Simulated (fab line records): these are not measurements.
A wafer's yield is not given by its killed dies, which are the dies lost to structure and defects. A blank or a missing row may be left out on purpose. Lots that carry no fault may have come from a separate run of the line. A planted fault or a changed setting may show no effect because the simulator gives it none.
One fault through the eyes of 2 desks -- flow gf180mcu -- what lay behind the numbers comes last; until then each desk has only its own

METROLOGY DESK
Lot by lot, what the gauges showed, no matter which tool ran the lot: averages of those sampled wafers that carry a number. The brackets show how far a lot's mean lies from the usual mean; more than 4 standard deviations puts the lot out of limits, marked OUT.
Columns: A = V4_CVD_00_THK at GF_V4_THK_MEAS_01, usual 599 nm; B = V4_BOW at GF_V4_BOW_MEAS_05, usual 136 um; C = V4_W_RS at GF_V4_RS_MEAS_24, usual 0.330 ohm/sq; D = V4_W_THK at GF_V4_THK_MEAS_25, usual 343 nm
lot,first seen here,A,B,C,D
L986,day 23 05:13,606,139,0.335,335
L989,day 24 19:02,594,143,0.333,342
L990,day 24 22:01,594,142,0.330,337
L991,day 25 19:04,590,132,0.331,338
L994,day 26 03:13,603,135,0.326,343
L993,day 26 04:10,600,127,0.326,348
L995,day 26 10:20,598,138,0.329,344
L996,day 27 01:19,596,134,0.334,337
L999,day 27 18:13,597,139,0.327,348
L100,day 28 02:31,596,148,0.334,339
L105,day 29 10:25,601,145,0.232 (-24) OUT,345
Finding of this desk: L105 out of limits, first seen on L105 at day 30 07:17 (V4_W_RS at GF_V4_RS_MEAS_24). L986, L989, L990, L991, L994, L993, L995, L996, L999, L100: within limits.

TOOL OWNER'S DESK, cvdW-02
The tool's own readings at GF_V4_CVD_23 (deposits W, target thk 350 nm, time 104.9 s): means of the sampled wafers that have a number, for each lot that ran on this tool. The brackets show how far a lot's mean lies from the usual mean; more than 4 standard deviations puts the lot out of limits, marked OUT.
Columns: A = heaterPowerW at GF_V4_CVD_23, usual 843 W
lot,first seen here,A
L990,day 25 20:31,921
L993,day 27 02:34,904
L999,day 28 15:19,923
L105,day 30 07:09,892
This desk found nothing out of limits on any of the 4 lots.

ALL TOGETHER
An alarm was possible from the metrology desk at day 30 07:17, on L105.
The tool owner's desk saw nothing out of limits.
Tool owner's desk: L105 on record, inside its limits.
Of the lots named, all ran GF_V4_CVD_23 on cvdW-02.

WHAT THE SIMULATOR PUT IN
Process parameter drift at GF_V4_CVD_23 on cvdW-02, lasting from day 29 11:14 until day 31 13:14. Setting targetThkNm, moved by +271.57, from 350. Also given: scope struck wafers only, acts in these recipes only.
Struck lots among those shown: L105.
Delay in hours, fault start to first out-of-limits reading, per desk: metrology desk 20.
